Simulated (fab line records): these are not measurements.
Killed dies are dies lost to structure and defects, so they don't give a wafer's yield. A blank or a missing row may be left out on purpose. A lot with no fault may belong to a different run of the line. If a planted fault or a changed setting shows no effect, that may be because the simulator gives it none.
Code-filled problem report in 8D (eight disciplines) form / flow sky130 / the parts of the form that need people (team, actions taken, sign-off) are left out

## 1. THE PROBLEM
oes product au at SKY_FIELD_ISO_ETCH_17 reads a mean of 1.075 a.u. on 2 wafers of 1 lot; wafers without a fault read 0.998 a.u. with a standard deviation of 0.012. That puts it +6.4 standard deviations away from the usual mean.
The step: etches Si in HBr/Cl2/O2, target depth 342 nm, time 97.7 s.
Seen first at day 6 04:29 on rie si-02, wafer L517.2. Wafers with a number at this step in the record: 39, from 13 lots. Rule for "out", or "out of limits": more than 4 standard deviations from the usual mean. Any other wafer with a number is counted as sound.

## 2. WHAT THIS IS AND IS NOT
question=which readings at this step | is=oes product au | is not=bias w, drypump motor current A, rf fwd power W
question=which lots | is=L517 | is not=L499, L500, L501, L503, L504, L505, L506, L507, L509, L518, L520, L521
question=which wafers of those lots | is=L517.2, L517.5 | is not=L517.1
question=read on which tools | is=rie si-02 | is not=rie si-01
question=when | is=from day 6 04:29 | is not=up to then (28 sound wafers); but 9 sound wafers of L518, L520, L521 came after

## 3. THE SUSPECTS, EACH WITH WHAT RULES IT OUT
Counting: a tool at a process step up to the reading stays a suspect if it ran every lot that is out. Sound lots after the first of them don't rule it out here, since some wafers of a struck lot are sound.
- rie si-02 at SKY_FIELD_ISO_ETCH_17 (etches Si in HBr/Cl2/O2, target depth 342 nm, time 97.7 s): kept. L517, the lot that is out, went through it at day 6 04:29; up to then, the latest sound lot through it was L503 at day 3 06:17. Its own readings are out on those wafers: oes product au.
- Within rie si-02 at SKY_FIELD_ISO_ETCH_17, the wafers that are out were processed in chamber 0 and their sound lot-mates in chamber 2.
Remaining after the count: rie si-02 at SKY_FIELD_ISO_ETCH_17.

## 4. THE CAUSE (what the simulator had put in)
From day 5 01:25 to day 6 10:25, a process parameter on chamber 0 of rie si-02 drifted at SKY_FIELD_ISO_ETCH_17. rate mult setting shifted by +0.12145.
The count eliminated every tool but this one.

## 5. SEQUENCE OF EFFECTS, ordered by route
Each row: a reading whose mean over the struck wafers that have a number lies more than 3 standard deviations from the usual. Scope: only readings with a usual standard deviation given in the record; hours: median across lots of the time from each lot's start at the first step in this table that gives one to its start at this step; sigmas: change in usual standard deviations.
hours=0; step=SKY_FIELD_ISO_ETCH_17; reading=oes product au; usual=0.998 a.u.; on struck wafers=1.075; change=+0.077; sigmas=+6.4
hours=0; step=SKY_FIELD_ISO_ETCH_17; reading=throttle valve pct; usual=25.657 %; on struck wafers=25.617; change=-0.040; sigmas=-3.7
The process steps in it:
- SKY_FIELD_ISO_ETCH_17: etches Si in HBr/Cl2/O2, target depth 342 nm, time 97.7 s.
At these later measuring or inspecting steps, every struck wafer for which the step has a row has a number for every such reading, and none has moved that far: SKY_NWELL_TW_MEAS_15.

## 6. WHAT WOULD HAVE CAUGHT IT SOONER
27 hours passed between the start of the fault at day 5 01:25 and the first reading out of limits in this record, taken at day 6 04:29.
